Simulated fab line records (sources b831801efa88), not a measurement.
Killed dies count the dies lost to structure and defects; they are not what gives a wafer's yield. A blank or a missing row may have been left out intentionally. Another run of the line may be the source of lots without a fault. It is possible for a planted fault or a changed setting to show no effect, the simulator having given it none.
Chamber matching ; flow sky130 ; SKY_CAP2M_CVD_00 on pecvd-02 has 3 sister chambers
The step deposits SiO2, target thk 15.5 nm. 6 wafers are shown with their chamber, then 12 later ones without.

WAFERS PAIRED WITH THEIR CHAMBERS
wafer;chamber;heaterPowerW (W)
L084.2;1;723
L084.4;0;702
L084.6;1;735
L085.3;2;668
L085.4;2;704
L085.6;0;732

WAFERS WITH NO CHAMBER GIVEN
wafer;heaterPowerW (W)
L090.3;683
L090.5;742
L090.6;669
L092.4;702
L092.5;675
L092.6;689
L094.3;653
L094.4;640
L094.5;751
L096.1;746
L096.3;609
L096.6;626

THE CHAMBER EACH PASSED THROUGH
wafer;from the rows above;in truth
L090.3;can't be placed: 2 or 0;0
L090.5;can't be placed: 1 or 0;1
L090.6;can't be placed: 2 or 0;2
L092.4;can't be placed: 0 or 2 or 1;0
L092.5;can't be placed: 2 or 0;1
L092.6;can't be placed: 2 or 0 or 1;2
L094.3;can't be placed: 2 or 0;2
L094.4;can't be placed: 2 or 0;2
L094.5;can't be placed: 1 or 0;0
L096.1;can't be placed: 1 or 0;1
L096.3;can't be placed: 2 or 0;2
L096.6;can't be placed: 2 or 0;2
Correct placement for 0 of the 12. Cannot be placed on the basis of these rows: 12; the candidates contain the true chamber in 11. Wrongly placed: 0.
How it was worked out, from the rows above alone: a wafer's distance from a chamber is the root of the sum, over the readings, of the square of ((its reading less the chamber's mean) divided by the reading's scatter). The wafer belongs to the nearest chamber; if the next one is less than 2 further off, it can't be placed. Each chamber's mean is taken over the wafers shown for it. The scatter: the root of (the sum of the squares of (reading less its chamber's mean) over the shown wafers, divided by (wafers less chambers)).
